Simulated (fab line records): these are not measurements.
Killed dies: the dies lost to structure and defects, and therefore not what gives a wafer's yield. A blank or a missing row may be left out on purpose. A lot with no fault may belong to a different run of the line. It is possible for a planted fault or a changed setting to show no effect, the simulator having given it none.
Struck lot and sound lot, side by side | flow sky130 | 15 out of 708 route steps
Sound: these wafers, L359.1, L359.4, L359.6. Struck: wafers L365.4, L365.5, L365.6. The cause is named last.
Per side, at each step with rows, come the tool, then ch with its chambers, and then its first start. Under that, the readings that differ: sound wafers | struck wafers | difference of the means | sigmas: that difference in standard deviations of wafers without a fault.
alike: readings whose means differ by less than 2 such deviations, and words and numbers that are the same on both sides. not compared: withheld readings, readings that some wafer has no value for, bounds like >300 that may hide the same value, and numbers for which the record gives no deviation and whose values overlap.
The two part at a step that has a row with sigmas, a row that says differs or no value, or rows on one side only. Numbers that have no deviation but don't overlap get no sigmas and don't part them. Lack of a reading on every wafer of one side parts them only where that side has two or more wafers.

first, 1 step without rows for these wafers: SKY_METAL4_SPUTTER_01 (material TiN, target thk 20 nm, time 16.7 s).
SKY_METAL4_SPUTTER_02: material AlCu, target thk 735 nm, time 39.1 s.
  sound on pvd_sputter-01 at day 40 17:56; struck on pvd_sputter-04 at day 41 19:12
  alike: cathode_dc_power_W, throttle_valve_pct
SKY_METAL4_SPUTTER_03: material Ti, target thk 5 nm, time 3.3 s.
  sound on pvd_sputter-01 at day 40 17:58; struck on pvd_sputter-04 at day 41 19:14
  alike: cathode_dc_power_W, throttle_valve_pct
SKY_METAL4_SPUTTER_04: material TiN, target thk 70 nm, time 58.3 s.
  sound on pvd_sputter-01 at day 40 17:59; struck on pvd_sputter-04 at day 41 19:16
  alike: cathode_dc_power_W, throttle_valve_pct
SKY_CAP2M_CVD_00: deposits SiO2, target thk 15.5 nm.
  sound on pecvd-04 ch 1,2, day 40 18:02; struck on pecvd-04 ch 0,1,2, day 41 19:19
  alike: heater_power_w, rf_fwd_power_W
SKY_CAP2M_THK_MEAS_01:
  sound on film_metro-02 at day 40 18:04; struck on film_metro-01 at day 41 19:22
  alike: CAP2M_CVD_00_THK
SKY_CAP2M_SPUTTER_02: material TiN, target thk 200 nm, time 166.7 s.
  sound on pvd_sputter-02 at day 40 18:07; struck on pvd_sputter-03 at day 41 19:27
  alike: cathode_dc_power_W, throttle_valve_pct
SKY_CAP2M_RS_MEAS_03: uses a four-point probe to measure.
  sound on film_metro-01 at day 40 18:14; struck on film_metro-02 at day 41 19:34
  alike: CAP2M_TIN_RS
SKY_CAP2M_THK_MEAS_04: measures by xrf.
  sound on film_metro-01 at day 40 18:21; struck on film_metro-02 at day 41 19:39
  reading            | sound             | struck            | difference | sigmas
  CAP2M_TIN_THK (nm) | 203.5 201.2 201.9 | 196.4 197.6 193.9 | -6.2       | -3
then, 3 steps without rows for these wafers: SKY_CAP2M_DEHYDRATE_05 (time 60 s); SKY_CAP2M_HMDS_06 (prime time 60 s); SKY_CAP2M_COAT_07 (resist thk 1140 nm).
SKY_CAP2M_SOFTBAKE_08: time 60 s.
  sound on litho_track-04 ch 0, day 41 05:06; struck on litho_track-04 ch 0, day 42 06:40
  reading                  | sound             | struck            | difference | sigmas
  heater_power_total_W (W) | 56.54 56.55 56.65 | 57.58 57.75 57.67 | +1.09      | +23
  plate_temp_C (C)         | 90.23 90.24 90.25 | 91.43 91.24 91.06 | +1.00      | +7
then, 1 step without rows for these wafers: SKY_CAP2M_EXPOSE_09 (exposes mask CAP2M, target cd 1000 nm).
SKY_PAD_OPEN_PROBE_99:
  rows exist in the record for the sound wafers here (prober-02, day 46 13:09), none for the struck ones

## WHERE THEY PART
Last at SKY_PAD_OPEN_PROBE_99 as far as this record goes, first at SKY_CAP2M_THK_MEAS_04.

WHY: what the simulator had put in
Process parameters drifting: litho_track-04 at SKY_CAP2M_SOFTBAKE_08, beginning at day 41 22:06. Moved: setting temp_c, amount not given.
